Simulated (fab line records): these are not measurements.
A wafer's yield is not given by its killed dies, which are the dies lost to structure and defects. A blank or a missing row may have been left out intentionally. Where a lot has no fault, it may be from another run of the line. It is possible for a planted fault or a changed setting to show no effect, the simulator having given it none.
Chamber matching | flow sky130 | SKY_PASSIVATION_CVD_00 on pecvd-03: 3 sister chambers
The step deposits SiO2, target thk 90 nm. 16 wafers are shown with their chamber, then 8 later ones without.

WAFERS, EACH WITH ITS CHAMBER
wafer  | chamber | heaterPowerW (W)
L074.1 | 0       | 594
L074.2 | 2       | 545
L074.5 | 2       | 539
L074.3 | 0       | 585
L074.4 | 2       | 532
L074.6 | 0       | 592
L081.1 | 2       | 492
L081.2 | 1       | 605
L081.4 | 1       | 620
L080.1 | 2       | 482
L080.2 | 1       | 702
L080.4 | 1       | 709
L082.1 | 0       | 680
L082.4 | 2       | 559
L082.6 | 0       | 692
L085.1 | 0       | 571

SIGNATURES (averages over the wafers above)
reading      | chamber 0 | chamber 1 | chamber 2 | scatter within a chamber
heaterPowerW | 619.00    | 659.00    | 524.83    | 45.9
Rule: distance of a wafer from a chamber = root of the sum over the readings of ((wafer's reading minus chamber's mean) / reading's scatter) squared. The wafer belongs to the nearest chamber; if the next one is less than 2 further off, it can't be placed. The scatter: take each reading less its chamber's mean, square it, sum over the shown wafers, divide by the number of wafers less the number of chambers, and take the root.

WAFERS WITHOUT THEIR CHAMBER
wafer  | heaterPowerW (W)
L085.2 | 667
L085.3 | 578
L096.1 | 596
L096.3 | 606
L096.6 | 715
L097.2 | 687
L097.4 | 647
L097.6 | 696

CHAMBER TAKEN BY EACH
wafer  | from the rows above          | in truth
L085.2 | can't be placed: 1 or 0      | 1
L085.3 | can't be placed: 0 or 2 or 1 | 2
L096.1 | can't be placed: 0 or 1 or 2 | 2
L096.3 | can't be placed: 0 or 1 or 2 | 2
L096.6 | can't be placed: 1 or 0      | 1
L097.2 | can't be placed: 1 or 0      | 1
L097.4 | can't be placed: 1 or 0      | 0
L097.6 | can't be placed: 1 or 0      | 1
0 of 8 placed correctly. Can't be placed from these rows: 8 (the true chamber is among the candidates in 8). Number placed wrongly: 0.
